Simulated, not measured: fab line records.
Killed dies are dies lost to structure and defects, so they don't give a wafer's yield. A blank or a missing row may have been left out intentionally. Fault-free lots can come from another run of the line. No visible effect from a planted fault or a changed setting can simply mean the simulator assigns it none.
Which tool is to blame? / flow sfq line / 48 wafers sampled from 16 lots at 1 step of a route of 325

## WHAT EACH GAUGE READ, for each wafer
The record lacks any reading of a measuring or inspecting step that a usual standard deviation could be used to judge.

## WHICH TOOL RAN EACH LOT (tool, then ch and the chambers of the sampled wafers, then the start)
lot=L531; SFQ_TRILAYER_M1_LITHO_EXPOSE_040=krf scanner-02 ch 0, day 14 14:50
lot=L532; SFQ_TRILAYER_M1_LITHO_EXPOSE_040=krf scanner-02 ch 0, day 14 16:02
lot=L534; SFQ_TRILAYER_M1_LITHO_EXPOSE_040=krf scanner-02 ch 0, day 14 18:14
lot=L535; SFQ_TRILAYER_M1_LITHO_EXPOSE_040=krf scanner-01 ch 0, day 18 09:04
lot=L537; SFQ_TRILAYER_M1_LITHO_EXPOSE_040=krf scanner-01 ch 0, day 18 18:40
lot=L538; SFQ_TRILAYER_M1_LITHO_EXPOSE_040=krf scanner-02 ch 0, day 19 01:59
lot=L539; SFQ_TRILAYER_M1_LITHO_EXPOSE_040=krf scanner-01 ch 0, day 19 17:27
lot=L540; SFQ_TRILAYER_M1_LITHO_EXPOSE_040=krf scanner-01 ch 0, day 20 06:03
lot=L541; SFQ_TRILAYER_M1_LITHO_EXPOSE_040=krf scanner-01 ch 0, day 20 07:51
lot=L542; SFQ_TRILAYER_M1_LITHO_EXPOSE_040=krf scanner-01 ch 0, day 20 18:51
lot=L545; SFQ_TRILAYER_M1_LITHO_EXPOSE_040=krf scanner-01 ch 0, day 22 00:42
lot=L548; SFQ_TRILAYER_M1_LITHO_EXPOSE_040=krf scanner-02 ch 0, day 23 03:24
lot=L549; SFQ_TRILAYER_M1_LITHO_EXPOSE_040=krf scanner-02 ch 0, day 23 07:24
lot=L550; SFQ_TRILAYER_M1_LITHO_EXPOSE_040=krf scanner-02 ch 0, day 23 14:00
lot=L551; SFQ_TRILAYER_M1_LITHO_EXPOSE_040=krf scanner-02 ch 0, day 23 21:24
lot=L552; SFQ_TRILAYER_M1_LITHO_EXPOSE_040=krf scanner-02 ch 0, day 23 22:48
- SFQ_TRILAYER_M1_LITHO_EXPOSE_040: exposes mask M1, target cd 500 nm.

## AS READ BY THE TOOLS THEMSELVES (means over the sampled wafers that have a number; for cases with no such wafer, the mark the record gives instead)
SFQ_TRILAYER_M1_LITHO_EXPOSE_040. Usual: 14.403 for exposure dose mJ cm2, sd 0.016.
lot=L531; tool=krf scanner-02; exposure dose mJ cm2=14.391; flag=
lot=L532; tool=krf scanner-02; exposure dose mJ cm2=14.422; flag=
lot=L534; tool=krf scanner-02; exposure dose mJ cm2=14.391; flag=
lot=L535; tool=krf scanner-01; exposure dose mJ cm2=14.409; flag=
lot=L537; tool=krf scanner-01; exposure dose mJ cm2=14.405; flag=
lot=L538; tool=krf scanner-02; exposure dose mJ cm2=14.415; flag=
lot=L539; tool=krf scanner-01; exposure dose mJ cm2=14.380; flag=
lot=L540; tool=krf scanner-01; exposure dose mJ cm2=14.671; flag=OFF
lot=L541; tool=krf scanner-01; exposure dose mJ cm2=14.669; flag=OFF
lot=L542; tool=krf scanner-01; exposure dose mJ cm2=14.691; flag=OFF
lot=L545; tool=krf scanner-01; exposure dose mJ cm2=14.682; flag=OFF
lot=L548; tool=krf scanner-02; exposure dose mJ cm2=14.388; flag=
lot=L549; tool=krf scanner-02; exposure dose mJ cm2=14.385; flag=
lot=L550; tool=krf scanner-02; exposure dose mJ cm2=14.396; flag=
lot=L551; tool=krf scanner-02; exposure dose mJ cm2=14.392; flag=
lot=L552; tool=krf scanner-02; exposure dose mJ cm2=14.391; flag=

## THE ANSWER, worked out from the rows above alone
Rule: lot off if the mean of its wafers having a number is beyond 3 standard deviations from the usual mean. A lot without any number at a reading at which 4 lots or more have one is off too. Where the step has rows for the other lots, those lots are counted as sound. Order of review: gauges by route order, followed by the tools' own readings, for which a lot's mean as printed above is used. At the first step where some lot is off, the reading lying furthest off is the one used; lots without a number count as furthest.
Off, at SFQ_TRILAYER_M1_LITHO_EXPOSE_040 on exposure dose mJ cm2: L540, L541, L542, L545.
A tool fits if, at that step or a process step before it, it ran every lot that is off, and no sound lot after the first of them. One fits: krf scanner-01 at SFQ_TRILAYER_M1_LITHO_EXPOSE_040. A fault onset in the window from L539 (day 19 17:27, its last sound lot) to L540 (day 20 06:03, its first lot off) fits.
On the lots that are off, the tool's own readings at SFQ_TRILAYER_M1_LITHO_EXPOSE_040 differ by more than 5 times the standard deviation of the sound lots' means, which bears it out; exposure dose mJ cm2 reads 14.678 there versus 14.397 on the sound lots.

## WHAT THE SIMULATOR PUT IN
Process parameters drifting: krf scanner-01 at SFQ_TRILAYER_M1_LITHO_EXPOSE_040, beginning at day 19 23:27. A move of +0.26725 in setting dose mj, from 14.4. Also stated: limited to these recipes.
Struck lots among those shown: L540, L541, L542, L545. The same result came from the rule above.
